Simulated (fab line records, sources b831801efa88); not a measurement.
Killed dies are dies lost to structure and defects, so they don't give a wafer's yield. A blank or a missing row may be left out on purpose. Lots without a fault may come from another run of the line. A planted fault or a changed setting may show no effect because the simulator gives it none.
fab line records | flow sky130 | part 2 of 2: steps 43 to 43 of 43
record lots=5 wafers=15 last_day=50
route steps=708 shown METAL1@448 VIA1@458 METAL2@483 PAD_OPEN@708
lots that met no fault: from a run of the same line without faults
start_h: hours from the record's first day to the start of the lot's first wafer shown | wait_h: hours since the lot's step before | " the same as in the row above | L1.1+2: a row that stands for several wafers | - no value, or no start given | * or withheld: withheld | < > ~ a bound
route shown NAME@n: a module of which the file shows steps, and the number in the route of the first | usual: mean/standard deviation of fault-free wafers | same: alike in all rows | chamber/n: place in a boat | sites: the reading at each site | _std_site: their standard deviation | _edge_site: outer sites' mean less inner sites' | radius_mm: how far each site lies from the wafer's centre | mask NAME#n: copy n | behind: the tool/chamber that last shaped the wafer | hold: why the lot was held/for how many hours/how that ended | device: the transistor (n, p or np) that didn't switch | end of line: the same wafers' tests at the end of the route | a step without rows: its recipe alone | killed: dies lost to structure and defects at the first sort, not the wafer's yield | map: a wafer's dies, x killed, . not, _ none there
set.NAME: the setting as run; set.NAME@STEP: as run at that earlier step | model.NAME: the simulator's own value behind a step, which no gauge read
lots at some steps of the route; a table a step, a row a wafer
services: from which hour (start_h, from the record's first day; less than 0 if before it) a tool's chamber was out of use, for how many hours, and why
## steps
# step SKY_PAD_OPEN_PROBE_99
# usual defect_limited_yield=82.3/2 killed_at_M0_to_M3=44/7.5 killed_at_M4_up=2.9/1.8 killed_at_contacts=24/5.1 killed_at_front_end=16/4.7 killed_at_other=0.3/0.46 killed_dies=87/9.9 killed_open=47/8 killed_short=39/6.3 sort_bin_3_pad_short=0.8/0.43 sort_bin_5_function=10.6/1.6 sort_bin_6_memory=6.3/1.1 sort_n_pass=405/9.9 sort_yield_pct=82.3/2
# same gross_dies=492 killed_at_back_side=0 sort_bin_4_leakage[%]=0 sort_bin_8_speed[%]=0
# columns lot.wafer tool chamber start_h wait_h defect_limited_yield[%] killed_at_M0_to_M3 killed_at_M4_up killed_at_contacts killed_at_front_end killed_at_other killed_dies killed_open killed_short sort_bin_3_pad_short[%] sort_bin_5_function[%] sort_bin_6_memory[%] sort_n_pass sort_yield_pct[%]
L730.1 prober-02 - 1102.35 0.1 80.3 52 1 22 22 0 97 60 37 0.8 10.4 8.5 395 80.3
L730.2 prober-02 - 1102.40 0.1 82.9 41 4 29 10 0 84 46 38 0.8 10.8 5.5 408 82.9
L730.4 prober-02 - 1102.50 0.2 85.8 34 5 19 12 0 70 38 32 0.6 8.1 5.5 422 85.8
L734.1 prober-01 - 1119.86 0.1 82.5 40 7 28 11 0 86 37 49 0.6 10.8 6.1 406 82.5
L734.2 prober-01 - 1119.91 0.1 80.3 44 3 38 11 1 97 54 43 0.8 12.4 6.5 395 80.3
L734.6 prober-01 - 1120.11 0.2 82.7 49 2 20 14 0 85 45 39 0.8 9.8 6.7 407 82.7
L732.2 prober-02 - 1122.55 0.1 84.3 38 1 17 21 0 77 36 41 1.8 11.2 2.6 415 84.3
L732.4 prober-02 - 1122.65 0.2 81.1 58 5 13 17 0 93 48 45 1.2 12.0 5.7 399 81.1
L732.6 prober-02 - 1122.75 0.2 83.9 42 3 22 11 1 79 35 43 1.4 9.6 5.1 413 83.9
L747.1 prober-01 - 1190.65 0.1 80.1 46 1 30 21 0 98 57 41 0.6 12.6 6.7 394 80.1
L747.2 prober-01 - 1190.70 0.1 79.3 55 2 30 14 1 102 56 46 1.0 11.8 7.9 390 79.3
L747.6 prober-01 - 1190.90 0.2 77.4 62 7 28 14 0 111 65 46 1.2 14.2 7.1 381 77.4
L750.1 prober-02 - 1198.20 0.1 79.1 56 1 22 24 0 103 61 42 0 13.2 7.7 389 79.1
L750.3 prober-02 - 1198.30 0.2 81.9 34 2 28 25 0 89 49 39 0.2 11.2 6.7 403 81.9
L750.4 prober-02 - 1198.35 0.2 80.9 42 6 27 18 1 94 43 50 0.4 10.0 8.7 398 80.9
# killed by level:class
L730.1 CONTACT:geometric_particle:open=12 VIA1:geometric_particle:open=12 VIA2:geometric_particle:open=11 FIELD_ISO:geometric_particle:open=8 VIA1:geometric_particle:short=8 FIELD_ISO:geometric_particle:short=5 LI_CONTACT:geometric_particle:open=4 LOCAL_INTERCONNECT:geometric_particle:short=4
L730.2 LI_CONTACT:geometric_particle:open=13 VIA1:geometric_particle:open=9 CONTACT:geometric_particle:open=7 METAL1:geometric_particle:short=6 VIA2:geometric_particle:open=6 FIELD_ISO:geometric_particle:short=5 LI_CONTACT:geometric_particle:short=5 METAL2:geometric_particle:short=5
L730.4 LI_CONTACT:geometric_particle:open=8 VIA2:geometric_particle:open=8 METAL1:geometric_particle:short=6 CONTACT:geometric_particle:open=5 VIA3:geometric_particle:open=5 METAL4:geometric_particle:short=5 FIELD_ISO:geometric_particle:open=3 POLY_GATE:geometric_particle:short=3
L734.1 CONTACT:geometric_particle:open=10 METAL2:geometric_particle:short=10 METAL4:geometric_particle:short=7 VIA1:geometric_particle:open=6 LOCAL_INTERCONNECT:geometric_particle:short=6 CONTACT:geometric_particle:short=5 VIA2:geometric_particle:open=4 LI_CONTACT:geometric_particle:open=4
L734.2 LI_CONTACT:geometric_particle:open=12 CONTACT:geometric_particle:open=11 VIA1:geometric_particle:open=9 CONTACT:geometric_particle:short=7 METAL3:geometric_particle:short=6 VIA2:geometric_particle:open=6 VIA3:geometric_particle:open=5 METAL2:geometric_particle:short=5
L734.6 VIA1:geometric_particle:open=11 VIA2:geometric_particle:open=9 CONTACT:geometric_particle:open=8 FIELD_ISO:geometric_particle:short=7 VIA1:geometric_particle:short=7 METAL2:geometric_particle:short=7 LI_CONTACT:geometric_particle:open=5 METAL1:geometric_particle:short=4
L732.2 VIA1:geometric_particle:open=9 FIELD_ISO:geometric_particle:short=6 POLY_GATE:geometric_particle:short=6 VIA1:geometric_particle:short=6 VIA2:geometric_particle:open=6 CONTACT:geometric_particle:open=5 METAL2:geometric_particle:short=5 VIA3:geometric_particle:open=5
L732.4 VIA1:geometric_particle:open=15 METAL3:geometric_particle:short=8 VIA3:geometric_particle:open=7 VIA1:geometric_particle:short=7 METAL1:geometric_particle:short=6 VIA2:geometric_particle:open=6 POLY_GATE:geometric_particle:open=5 METAL4:geometric_particle:short=5
L732.6 VIA1:geometric_particle:open=12 CONTACT:geometric_particle:open=8 LOCAL_INTERCONNECT:geometric_particle:short=6 VIA1:geometric_particle:short=6 METAL3:geometric_particle:short=5 METAL2:geometric_particle:short=5 VIA3:geometric_particle:open=5 CONTACT:geometric_particle:short=5
L747.1 CONTACT:geometric_particle:open=12 VIA1:geometric_particle:open=11 LI_CONTACT:geometric_particle:open=8 POLY_GATE:geometric_particle:short=7 POLY_GATE:geometric_particle:open=6 VIA3:geometric_particle:open=6 FIELD_ISO:geometric_particle:open=5 CONTACT:geometric_particle:short=5
L747.2 CONTACT:geometric_particle:open=15 VIA1:geometric_particle:open=12 LI_CONTACT:geometric_particle:open=8 METAL2:geometric_particle:short=8 METAL1:geometric_particle:short=7 VIA2:geometric_particle:open=7 POLY_GATE:geometric_particle:short=6 VIA1:geometric_particle:short=6
L747.6 CONTACT:geometric_particle:open=14 VIA1:geometric_particle:open=13 VIA3:geometric_particle:open=12 VIA1:geometric_particle:short=10 METAL1:geometric_particle:short=7 LI_CONTACT:geometric_particle:open=5 LOCAL_INTERCONNECT:geometric_particle:short=5 FIELD_ISO:geometric_particle:open=4
L750.1 CONTACT:geometric_particle:open=14 VIA1:geometric_particle:open=11 VIA2:geometric_particle:open=10 VIA3:geometric_particle:open=9 POLY_GATE:geometric_particle:short=7 FIELD_ISO:geometric_particle:short=6 VIA2:geometric_particle:short=6 POLY_GATE:geometric_particle:open=5
L750.3 CONTACT:geometric_particle:open=10 FIELD_ISO:geometric_particle:open=8 VIA1:geometric_particle:open=7 VIA3:geometric_particle:open=7 FIELD_ISO:geometric_particle:short=6 METAL1:geometric_particle:short=6 LI_CONTACT:geometric_particle:open=5 VIA2:geometric_particle:open=5
L750.4 VIA1:geometric_particle:open=9 FIELD_ISO:geometric_particle:short=7 LI_CONTACT:geometric_particle:open=7 CONTACT:geometric_particle:short=7 VIA3:geometric_particle:open=6 METAL4:geometric_particle:short=6 CONTACT:geometric_particle:open=5 VIA1:geometric_particle:short=5
## services
# columns tool chamber start_h hours kind
pvd_sputter-01 - 789.80 9.3 repair
rie_diel-03 2 803.68 7.2 repair
rie_metal-03 - 814.31 0.2 repair
rie_diel-04 0 815.97 15.1 repair
rie_diel-03 2 818.76 19.9 repair
rie_metal-03 - 822.28 2.8 pm
rie_diel-04 - 822.53 2.8 repair
cmp-02 - 826.83 1.9 repair
rie_metal-01 0 830.12 11.0 repair
pvd_sputter-03 - 830.58 4.7 repair
pvd_sputter-01 - 836.60 7.2 repair
rie_diel-04 3 844.48 1.9 repair
cmp-02 - 856.16 11.8 repair
pvd_sputter-03 - 889.65 2.6 repair
cmp-01 - 912.15 4.0 pm
pvd_sputter-03 - 919.19 7.1 repair
rie_metal-01 - 921.75 2.8 pm
rie_diel-04 3 926.03 1.3 repair
rie_diel-04 - 939.02 0.7 repair
pvd_sputter-03 - 941.96 1.0 repair
pvd_sputter-03 - 945.83 4.2 repair
rie_diel-04 3 972.65 1.2 repair
cmp-01 - 974.23 0.2 repair
rie_diel-04 1 976.89 3.0 repair
